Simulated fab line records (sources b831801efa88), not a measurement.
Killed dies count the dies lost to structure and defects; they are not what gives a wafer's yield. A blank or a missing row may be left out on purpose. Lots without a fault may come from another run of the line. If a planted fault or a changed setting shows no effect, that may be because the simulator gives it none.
fab line records | flow sky130
record lots=6 wafers=18 last-day=49
route steps=708 shown LI_CONTACT@365 PAD_OPEN@708
lots untouched by any fault: they come from a run of this same line in which no faults occurred
start-h: hours from the record's first day to the start of the lot's first wafer shown | wait-h: hours since the lot's step before | " the same as in the row above | L1.1+2: a single row standing in for several wafers | - value missing, or start not given | * or withheld: withheld | < > ~ a bound
route shown NAME@n: a module of which the file shows steps, and the number in the route of the first | usual: mean and standard deviation over wafers with no fault | same: alike in all rows | chamber/n: place in a boat | sites: per-site readings | _std_site: standard deviation of those values | _edge_site: mean of outer sites minus mean of inner sites | radius-mm: how far each site lies from the wafer's centre | mask NAME#n: copy n | behind: tool/chamber where the wafer was last shaped | hold: why the lot went on hold/how many hours it stayed there/how the hold came to an end | device: whichever transistor did not switch (one of n, p or np) | end of line: tests of these same wafers at the route's end | a step with no rows: only its recipe | killed: at the first sort, the dies lost to defects and structure; wafer yield is something else | map: shows each die of a wafer: x if killed, . if not, _ if none is there
set.NAME: setting as actually run; set.NAME@STEP: the setting as run at that earlier step | model.NAME: the simulator's own value behind a step, which no gauge read
lots at some steps of the route; a table a step, a row a wafer
services: when a tool's chamber went out of use (start-h, in hours from the record's first day, below 0 if earlier), for how many hours, and the reason
## steps
# step SKY_LI_CONTACT_BOW_MEAS_03
# recipe mode=bow
# usual LI_CONTACT_BOW=55/6.3
# columns lot.wafer tool chamber start-h wait-h LI_CONTACT_BOW[um]
L394.2 film-metro-01 - 655.45 0.3 60
L394.3 " - " " 45
L394.5 " - " " 52
L400.2 film-metro-02 - 701.00 0.1 48
L400.3 " - " " 66
L400.6 " - " " 52
L401.3 film-metro-01 - 719.56 0.2 51
L401.4 " - " " 50
L401.5 " - " " 53
L402.3 film-metro-03 - 733.82 0.3 56
L402.5 " - " " 49
L402.6 " - " " 60
L409.3 film-metro-01 - 774.32 0.3 63
L409.4 " - " " 55
L409.6 " - " " 52
L412.1 film-metro-01 - 798.39 0.2 48
L412.3 " - " " 43
L412.6 " - " " 50
# step SKY_LI_CONTACT_DEHYDRATE_04
# recipe temp-c=200 time-s=60
# step SKY_LI_CONTACT_HMDS_05
# recipe prime-time-s=60 prime-temp-c=120
# step SKY_LI_CONTACT_COAT_06
# recipe resist=BARC temp-c=withheld time-s=withheld spin-rpm=3000 resist-thk-nm=60
# step SKY_LI_CONTACT_COAT_07
# recipe resist=KrF-thick spin-rpm=3000 resist-thk-nm=450
# step SKY_LI_CONTACT_SOFTBAKE_08
# recipe temp-c=100 time-s=90 resist=KrF-thick
# step SKY_LI_CONTACT_EXPOSE_09
# recipe mask-id=LICM1 na=0.8 source-shape=annular sigma-inner=0.55 sigma-outer=0.85 target-cd-nm=170 dose-mj=38
# step SKY_LI_CONTACT_PEB_10
# recipe peb-temp-c=withheld peb-time-s=withheld resist=KrF-thick
# step SKY_LI_CONTACT_DEVELOP_11
# recipe develop-time-s=60 resist=KrF-thick dev-temp-c=21
# step SKY_LI_CONTACT_CD_MEAS_12
# recipe target-cd-nm=170
# usual cd-nm=169.9/1.5
# columns lot.wafer tool chamber start-h wait-h cd-nm
L394.2 cd-sem-02 - 684.22 - 170.0
L394.3 " - " " 167.5
L394.5 " - " " 167.6
L400.2 cd-sem-01 - 728.89 - 170.7
L400.3 " - " " 170.5
L400.6 " - " " 172.1
L401.3 cd-sem-02 - 746.74 - 169.5
L401.4 " - " " 167.8
L401.5 " - " " 167.7
L402.3 cd-sem-01 - 761.04 - 171.5
L402.5 " - " " 170.8
L402.6 " - " " 171.8
L409.3 cd-sem-01 - 801.41 - 168.6
L409.4 " - " " 168.3
L409.6 " - " " 168.9
L412.1 cd-sem-01 - 825.32 - 169.5
L412.3 " - " " 168.6
L412.6 " - " " 170.3
# step SKY_LI_CONTACT_OVL_MEAS_13
# usual LI_CONTACT_OVL=3/5.7
# columns lot.wafer tool chamber start-h wait-h LI_CONTACT_OVL[nm]
L394.2 overlay-01 - 684.32 0.1 12
L394.3 " - " " 6
L394.5 " - " " 10
L400.2 overlay-02 - 728.99 0.1 4
L400.3 " - " " 4
L400.6 " - " " -1
L401.3 overlay-01 - 746.83 0.1 -5
L401.4 " - " " -1
L401.5 " - " " -2
L402.3 overlay-01 - 761.13 0.1 11
L402.5 " - " " 7
L402.6 " - " " 10
L409.3 overlay-02 - 801.50 0.1 -9
L409.4 " - " " -4
L409.6 " - " " -5
L412.1 overlay-01 - 825.44 0.1 8
L412.3 " - " " 10
L412.6 " - " " 9
# step SKY_LI_CONTACT_ETCH_14
# recipe chemistry=N2/H2 target=BARC ion-energy-ev=200 source-w=500 bias-w=100 pressure-mtorr=30 n2-flow-sccm=100 h2-flow-sccm=200 stop-on=SiO2 time-s=45.9 target-depth-a=600
# usual bias-w=100.02/0.29 chamber-pressure-mTorr=30.001/0.027 drypump-motor-current-A=5.7/0.49 h2-flow-sccm=200.0/0.61 oes-product-au=0.855/0.0048 throttle-valve-pct=13.225/0.0093
# columns lot.wafer tool chamber start-h wait-h bias-w chamber-pressure-mTorr drypump-motor-current-A h2-flow-sccm oes-product-au rf-hours-counter-h throttle-valve-pct
L394.2 rie-diel-02 1 684.35 0.0 100.07 29.982 6.2 199.7 0.862 44 13.234
L394.3 " 2 " " 100.38 29.949 5.9 200.3 0.861 14 13.223
L394.5 " 3 " " 100.04 29.990 6.4 200.5 0.855 - 13.223
L400.2 rie-diel-01 0 729.02 0.0 100.04 29.983 5.0 200.5 0.851 13 13.213
L400.3 " 3 " " 100.20 30.023 5.3 201.1 0.859 33 13.221
L400.6 " 0 " " 100.01 30.023 5.0 198.9 0.857 - 13.216
L401.3 rie-diel-02 1 746.85 0.0 100.21 29.976 6.1 200.2 0.850 46 13.206
L401.4 " 0 " " 99.92 29.947 5.6 200.1 0.851 - 13.225
L401.5 " 2 " " 100.22 30.016 5.9 200.0 0.856 - 13.235
L402.3 rie-diel-02 2 761.15 0.0 100.27 30.013 5.9 201.6 0.854 17 13.219
L402.5 " 0 " " 100.07 30.006 5.6 200.0 0.857 - 13.211
L402.6 " 2 " " 100.06 29.992 5.9 200.8 0.845 - 13.224
L409.3 rie-diel-01 0 801.52 0.0 99.89 29.984 4.9 199.8 0.851 16 13.234
L409.4 " 2 " " 99.71 29.949 5.2 199.4 0.859 29 13.234
L409.6 " 3 " " 99.40 30.009 5.3 200.2 0.853 - 13.219
L412.1 rie-diel-04 2 825.47 0.0 99.61 29.959 5.5 200.0 0.863 11 13.222
L412.3 " 3 " " 100.23 30.008 5.4 200.0 0.858 7 13.223
L412.6 " 1 " " 99.62 30.024 6.2 200.3 0.861 - 13.239
# step SKY_LI_CONTACT_ETCH_15
# recipe target=PSG chemistry=C4F8/O2/Ar stop-on=Si taper-deg=4.15 mask-material=KrF-thick source-w=1500 bias-w=1200 pressure-mtorr=40 c4f8-flow-sccm=withheld O2_flow_sccm=6 Ar_flow_sccm=300 time-s=withheld target-depth-a=6000
# usual bias-w=1200/3.8 chamber-pressure-mTorr=40.00/0.037 oes-product-au=0.837/0.0048
# columns lot.wafer tool chamber start-h wait-h bias-w chamber-pressure-mTorr oes-product-au model.KrF-thick_of_LI_CONTACT_COAT_07.thk-nm
L394.2 rie-diel-02 1 684.40 0.0 1195 40.04 0.835 225.1
L394.3 " 2 " " 1196 39.98 0.839 230.4
L394.5 " 3 " " 1198 39.99 0.838 228
L400.2 rie-diel-01 0 729.06 0.0 1208 40.03 0.843 230
L400.3 " 3 " " 1196 40.03 0.842 231.7
L400.6 " 0 " " 1204 40.01 0.838 231.1
L401.3 rie-diel-02 1 746.90 0.0 - - - 390.5
L401.4 " 0 " " - - - 390.1
L401.5 " 2 " " - - - 391.2
L402.3 rie-diel-02 2 761.19 0.0 - - - 393.2
L402.5 " 0 " " - - - 392.6
L402.6 " 2 " " - - - 395.9
L409.3 rie-diel-01 0 801.56 0.0 1200 39.97 0.833 227.5
L409.4 " 2 " " 1199 40.00 0.839 232.8
L409.6 " 3 " " 1203 40.02 0.837 230.3
L412.1 rie-diel-04 2 825.51 0.0 1204 39.97 0.833 237.2
L412.3 " 3 " " 1202 39.98 0.840 232.9
L412.6 " 1 " " 1194 39.99 0.836 235.8
# step SKY_LI_CONTACT_STRIP_16
# recipe chemistry=O2/N2 power-w=1400 pressure-mtorr=1500 platen-temp-c=withheld o2-flow-sccm=3000 n2-flow-sccm=300 overash-fraction=0.5
# usual drypump-motor-current-A=5.8/0.32 o2-flow-sccm=3000/9.2 oes-product-au=0.376/0.0048 strip-time-to-endpoint-s=3.50/0.034
# columns lot.wafer tool chamber start-h wait-h drypump-motor-current-A o2-flow-sccm oes-product-au rf-hours-counter-h strip-time-to-endpoint-s
L394.2 plasma-asher-02 1 684.48 - 6.3 3003 0.362 53 3.45
L394.3 " 0 " " 5.7 3016 0.376 - 3.49
L394.5 " 1 " " 6.2 2984 0.379 - 3.45
L400.2 plasma-asher-02 0 729.15 - 5.7 3006 0.375 57 3.48
L400.3 " 0 " " 5.7 3005 0.378 - 3.49
L400.6 " 0 " " 5.7 2998 0.373 - 3.48
L401.3 plasma-asher-04 1 747.02 - 5.7 2999 0.442 - 5.16
L401.4 " 0 " " 5.3 3014 0.455 - 5.18
L401.5 " 0 " " 5.3 3000 0.457 - 5.19
L402.3 plasma-asher-03 1 761.31 - 6.1 3000 0.449 - 5.20
L402.5 " 0 " " 5.9 2991 0.451 - 5.21
L402.6 " 1 " " 6.1 2996 0.453 - 5.22
L409.3 plasma-asher-03 1 801.68 - 6.1 3006 0.372 - 3.46
L409.4 " 0 " " 5.9 2999 0.383 - 3.51
L409.6 " 0 " " 5.9 3012 0.372 - 3.47
L412.1 plasma-asher-04 1 825.60 - 5.7 3001 0.377 100 3.56
L412.3 " 1 " " 5.7 3004 0.373 - 3.49
L412.6 " 1 " " 5.7 3017 0.380 - 3.54
# step SKY_LI_CONTACT_CLEAN_17
# recipe chemistry=NMP time-s=600 temp-c=60 dry=n2-spin
# step SKY_PAD_OPEN_PROBE_99
# usual killed_at_M0_to_M3=42/6.3 killed_at_M4_up=2.8/1.9 killed-at-contacts=23/5.3 killed-at-front-end=16/4.3 killed-at-other=0.2/0.51 killed-dies=84/9.3 killed-on-rim=16/4.2 killed-open=46/7.6 killed-short=38/6.3
# same gross-dies=492 killed-at-back-side=0
# columns lot.wafer tool chamber start-h wait-h killed_at_M0_to_M3 killed_at_M4_up killed-at-contacts killed-at-front-end killed-at-other killed-dies killed-on-rim killed-open killed-short
L400.2 prober-01 - 1118.41 0.1 39 3 23 11 0 76 10 39 37
L400.3 prober-01 - 1118.46 0.2 47 4 14 14 0 79 16 34 45
L400.6 prober-01 - 1118.61 0.2 37 0 17 8 0 62 12 36 26
L401.3 prober-01 - 1135.46 0.2 34 0 441 17 0 492 96 49 33
L401.4 prober-01 - 1135.51 0.2 35 4 441 12 0 492 96 36 31
L401.5 prober-01 - 1135.56 0.2 49 5 425 13 0 492 96 44 47
L402.3 prober-01 - 1139.82 0.2 46 5 427 14 0 492 96 54 37
L402.5 prober-01 - 1139.92 0.2 36 1 440 13 2 492 96 45 33
L402.6 prober-01 - 1139.97 0.2 39 3 429 19 2 492 96 55 35
L409.3 prober-02 - 1175.25 0.2 35 2 21 17 0 75 11 40 35
L409.4 prober-02 - 1175.30 0.2 48 4 17 16 0 85 16 41 44
L409.6 prober-02 - 1175.40 0.2 43 3 20 13 0 79 15 32 47
# killed by level:class
L400.2 VIA1:geometric-particle:open=10 CONTACT:geometric-particle:open=8 METAL1:geometric-particle:short=7 VIA2:geometric-particle:open=6 POLY_GATE:geometric-particle:short=5 LOCAL_INTERCONNECT:geometric-particle:short=5 VIA3:geometric-particle:open=5 CONTACT:geometric-particle:short=4
L400.3 METAL2:geometric-particle:short=11 VIA1:geometric-particle:open=10 METAL1:geometric-particle:short=7 VIA2:geometric-particle:open=7 CONTACT:geometric-particle:open=5 FIELD_ISO:geometric-particle:short=4 LOCAL_INTERCONNECT:geometric-particle:short=4 VIA1:geometric-particle:short=4
L400.6 VIA1:geometric-particle:open=8 CONTACT:geometric-particle:open=6 METAL1:geometric-particle:short=5 LI_CONTACT:geometric-particle:open=4 LOCAL_INTERCONNECT:geometric-particle:short=4 VIA1:geometric-particle:short=4 VIA2:geometric-particle:open=4 POLY_GATE:geometric-particle:open=3
L401.3 LI_CONTACT:area-etch=410 CONTACT:geometric-particle:open=13 LI_CONTACT:geometric-particle:open=11 CONTACT:geometric-particle:short=6 VIA3:geometric-particle:open=6 METAL2:geometric-particle:short=6 FIELD_ISO:geometric-particle:short=5 POLY_GATE:geometric-particle:open=5
L401.4 LI_CONTACT:area-etch=425 LI_CONTACT:geometric-particle:open=8 FIELD_ISO:geometric-particle:short=6 VIA3:geometric-particle:open=6 VIA1:geometric-particle:open=6 METAL2:geometric-particle:short=5 METAL1:geometric-particle:short=4 CONTACT:geometric-particle:open=3
L401.5 LI_CONTACT:area-etch=401 VIA1:geometric-particle:open=12 CONTACT:geometric-particle:open=8 METAL1:geometric-particle:short=7 METAL2:geometric-particle:short=6 VIA2:geometric-particle:open=6 LI_CONTACT:geometric-particle:open=5 CONTACT:geometric-particle:short=5
L402.3 LI_CONTACT:area-etch=401 VIA1:geometric-particle:open=14 CONTACT:geometric-particle:open=12 LI_CONTACT:geometric-particle:open=8 VIA2:geometric-particle:open=7 METAL2:geometric-particle:short=6 VIA1:geometric-particle:short=5 VIA3:geometric-particle:short=4
L402.5 LI_CONTACT:area-etch=414 VIA2:geometric-particle:open=8 CONTACT:geometric-particle:open=7 VIA1:geometric-particle:open=7 LI_CONTACT:geometric-particle:open=6 VIA3:geometric-particle:open=6 CONTACT:geometric-particle:short=5 VIA3:geometric-particle:short=5
L402.6 LI_CONTACT:area-etch=402 CONTACT:geometric-particle:open=10 VIA3:geometric-particle:open=9 LI_CONTACT:geometric-particle:open=8 FIELD_ISO:geometric-particle:short=7 FIELD_ISO:geometric-particle:open=6 VIA1:geometric-particle:open=6 VIA1:geometric-particle:short=5
L409.3 CONTACT:geometric-particle:open=7 VIA1:geometric-particle:open=7 POLY_GATE:geometric-particle:short=5 LI_CONTACT:geometric-particle:open=5 METAL1:geometric-particle:short=5 VIA3:geometric-particle:open=5 POLY_GATE:geometric-particle:open=4 LI_CONTACT:geometric-particle:short=4
L409.4 METAL1:geometric-particle:short=12 VIA1:geometric-particle:open=11 CONTACT:geometric-particle:open=7 VIA3:geometric-particle:open=6 POLY_GATE:geometric-particle:short=5 LI_CONTACT:geometric-particle:open=4 METAL3:geometric-particle:short=4 VIA2:geometric-particle:short=4
L409.6 VIA1:geometric-particle:open=7 METAL2:geometric-particle:short=7 CONTACT:geometric-particle:open=6 METAL1:geometric-particle:short=6 VIA3:geometric-particle:open=6 POLY_GATE:geometric-particle:short=5 VIA1:geometric-particle:short=5 METAL3:geometric-particle:short=5
# map L401.3 (x killed, . not)
__________xxxxxxxxxx_________
________xxxxxxxxxxxxxx_______
______xxxxxxxxxxxxxxxxxx_____
_____xxxxxxxxxxxxxxxxxxxx____
____xxxxxxxxxxxxxxxxxxxxxx___
___xxxxxxxxxxxxxxxxxxxxxxxx__
__xxxxxxxxxxxxxxxxxxxxxxxxxx_
_xxxxxxxxxxxxxxxxxxxxxxxxxxxx
_xxxxxxxxxxxxxxxxxxxxxxxxxxxx
_xxxxxxxxxxxxxxxxxxxxxxxxxxxx
_xxxxxxxxxxxxxxxxxxxxxxxxxxxx
_xxxxxxxxxxxxxxxxxxxxxxxxxxxx
_xxxxxxxxxxxxxxxxxxxxxxxxxxxx
_xxxxxxxxxxxxxxxxxxxxxxxxxxxx
_xxxxxxxxxxxxxxxxxxxxxxxxxxxx
__xxxxxxxxxxxxxxxxxxxxxxxxxx_
___xxxxxxxxxxxxxxxxxxxxxxxx__
____xxxxxxxxxxxxxxxxxxxxxx___
_____xxxxxxxxxxxxxxxxxxxx____
______xxxxxxxxxxxxxxxxxx_____
________xxxxxxxxxxxxxx_______
__________xxxxxxxxxx_________
# map L402.3 (x killed, . not)
__________xxxxxxxxxx_________
________xxxxxxxxxxxxxx_______
______xxxxxxxxxxxxxxxxxx_____
_____xxxxxxxxxxxxxxxxxxxx____
____xxxxxxxxxxxxxxxxxxxxxx___
___xxxxxxxxxxxxxxxxxxxxxxxx__
__xxxxxxxxxxxxxxxxxxxxxxxxxx_
_xxxxxxxxxxxxxxxxxxxxxxxxxxxx
_xxxxxxxxxxxxxxxxxxxxxxxxxxxx
_xxxxxxxxxxxxxxxxxxxxxxxxxxxx
_xxxxxxxxxxxxxxxxxxxxxxxxxxxx
_xxxxxxxxxxxxxxxxxxxxxxxxxxxx
_xxxxxxxxxxxxxxxxxxxxxxxxxxxx
_xxxxxxxxxxxxxxxxxxxxxxxxxxxx
_xxxxxxxxxxxxxxxxxxxxxxxxxxxx
__xxxxxxxxxxxxxxxxxxxxxxxxxx_
___xxxxxxxxxxxxxxxxxxxxxxxx__
____xxxxxxxxxxxxxxxxxxxxxx___
_____xxxxxxxxxxxxxxxxxxxx____
______xxxxxxxxxxxxxxxxxx_____
________xxxxxxxxxxxxxx_______
__________xxxxxxxxxx_________
## services
# columns tool chamber start-h hours kind
plasma-asher-04 - 666.31 0.5 repair
rie-diel-02 0 671.17 - clean
rie-diel-02 0 671.17 22.3 scheduled-down
rie-diel-02 0 671.17 22.3 vent-cycle
rie-diel-01 0 672.63 13.6 repair
rie-diel-04 1 676.55 17.4 repair
rie-diel-02 1 696.65 7.3 repair
rie-diel-04 0 701.90 3.7 repair
rie-diel-01 - 712.34 0.4 repair
rie-diel-02 3 713.90 2.2 repair
rie-diel-02 3 730.84 21.7 repair
plasma-asher-03 - 733.75 9.0 pm
rie-diel-04 1 734.56 3.8 repair
rie-diel-02 1 753.66 39.3 repair
rie-diel-04 - 763.49 2.8 pm
rie-diel-04 2 771.16 26.9 repair
rie-diel-01 - 774.49 0.1 repair
rie-diel-02 1 793.00 - clean
rie-diel-02 1 793.00 39.6 scheduled-down
rie-diel-02 1 793.00 39.6 vent-cycle
rie-diel-04 3 795.76 5.6 repair
rie-diel-01 0 804.24 1.6 repair
rie-diel-01 3 820.75 - clean
rie-diel-01 3 820.75 19.6 scheduled-down
## key
first-sign step=SKY_LI_CONTACT_ETCH_15 reading=tool-record direction=missing
effect step=SKY_LI_CONTACT_STRIP_16 reading=strip-time-to-endpoint-s direction=up sigmas=50 usual=* struck=*
effect step=SKY_PAD_OPEN_PROBE_99 reading=killed-at-contacts direction=up sigmas=78 usual=23 struck=434
model-effect step=SKY_LI_CONTACT_ETCH_15 value=KrF-thick_of_LI_CONTACT_COAT_07.thk-nm without=230.1 struck=392.2
more-kills-born-at SKY_LI_CONTACT_ETCH_15@rie-diel-02=2453
met-at SKY_LI_CONTACT_ETCH_15
struck-wafers L401.3,L401.4,L401.5,L402.3,L402.5,L402.6
later-rows-left-out L401.3,L401.4,L401.5,L402.3,L402.5,L402.6
tester-left-out L401,L402
onset-between 684.40 746.90
fault kind=skipped-step-whole tool=rie-diel-02 chamber=- onset-h=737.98 steps=SKY_LI_CONTACT_ETCH_15 scope=struck-lots-only
# tester-left-out: of these lots the tester's yield and bins aren't shown, on N5 and GAA mostly nor the transistor test; their killed dies are dies lost to structure and defects alone, not to doping, threshold or leakage, so they don't give the yield
# later-rows-left-out: the simulator's readings of these wafers behind a module that went badly wrong aren't trusted and aren't shown, but for the sort
